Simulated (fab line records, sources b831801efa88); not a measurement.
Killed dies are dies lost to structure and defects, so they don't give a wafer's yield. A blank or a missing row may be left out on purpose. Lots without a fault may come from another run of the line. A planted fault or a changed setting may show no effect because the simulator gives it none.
Problem report in the 8D (eight disciplines) form, filled by code | flow sky130 | the parts of the form that need people (team, actions taken, sign-off) are left out

1. THE PROBLEM
run_length_s at SKY_METAL4_ETCH_16 reads a mean of 112.0 s on 9 wafers of 3 lots; wafers without a fault read 116.2 s with a standard deviation of 0.42. That is -10 standard deviations from the usual mean.
The step: etches BARC in N2/H2, stops on SiO2, time 88.2 s, target depth 60 nm.
First seen on wafer L909.2, day 42 05:48, on rie_metal-04. The record holds 36 wafers of 12 lots with a number at this step. Rule for "out", or "out of limits": more than 4 standard deviations from the usual mean. The other wafers with a number count as sound.

2. WHAT IT IS AND WHAT IT IS NOT
question                    | is                     | is not
which readings at this step | run_length_s           | drypump_motor_current_A, n2_flow_sccm, throttle_valve_pct
which lots                  | L909, L911, L913       | L906, L907, L908, L910, L921, L925, L926, L928, L929
which wafers of those lots  | all that have a number | -
read on which tools         | rie_metal-04           | rie_metal-02, rie_metal-03
when                        | from day 42 05:48      | up to then (9 sound wafers); but 18 sound wafers of L910, L921, L925, L926, L928, L929 came after

3. SUSPECTS, AND WHAT RULES EACH OUT
Counting: a tool at a process step up to the reading stays a suspect if it ran every lot that is out and no sound lot after the first of them.
- rie_metal-04 at SKY_METAL4_ETCH_16 (etches BARC in N2/H2, stops on SiO2, time 88.2 s, target depth 60 nm): ruled out as a lasting fault. Sound lots L921, L925 ran on it after its first lot that is out, L909 (day 42 05:48).
Left after counting: nothing in the record.

4. THE CAUSE (what the simulator had put in)
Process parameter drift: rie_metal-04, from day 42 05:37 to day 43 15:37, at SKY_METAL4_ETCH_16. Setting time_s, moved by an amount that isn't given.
Counting ruled it out, wrongly.

5. THE CHAIN OF EFFECTS, in route order
Each row: a reading whose mean over the struck wafers that have a number lies more than 3 standard deviations from the usual. Only readings for which the record gives a usual standard deviation are gone through. hours: the time from each lot's start at the first step in this table that gives one to its start at this step, as a median over the lots. sigmas: the change in usual standard deviations.
hours | step               | reading        | usual      | on struck wafers | change | sigmas
0     | SKY_METAL4_ETCH_16 | oes_product_au | 0.626 a.u. | 0.646            | +0.020 | +4.6
0     | SKY_METAL4_ETCH_16 | run_length_s   | 116.2 s    | 112.0            | -4.2   | -10
The process steps in it:
- SKY_METAL4_ETCH_16: etches BARC in N2/H2, stops on SiO2, time 88.2 s, target depth 60 nm.
Later measuring or inspecting steps at which every struck wafer that the step has a row for has a number for every such reading, and none has moved that far: SKY_VIA4_OVL_MEAS_11.

6. WHAT WOULD HAVE CAUGHT IT SOONER
In this record the first reading out of limits was taken at day 42 05:48, 0 hours after the fault began at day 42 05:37.
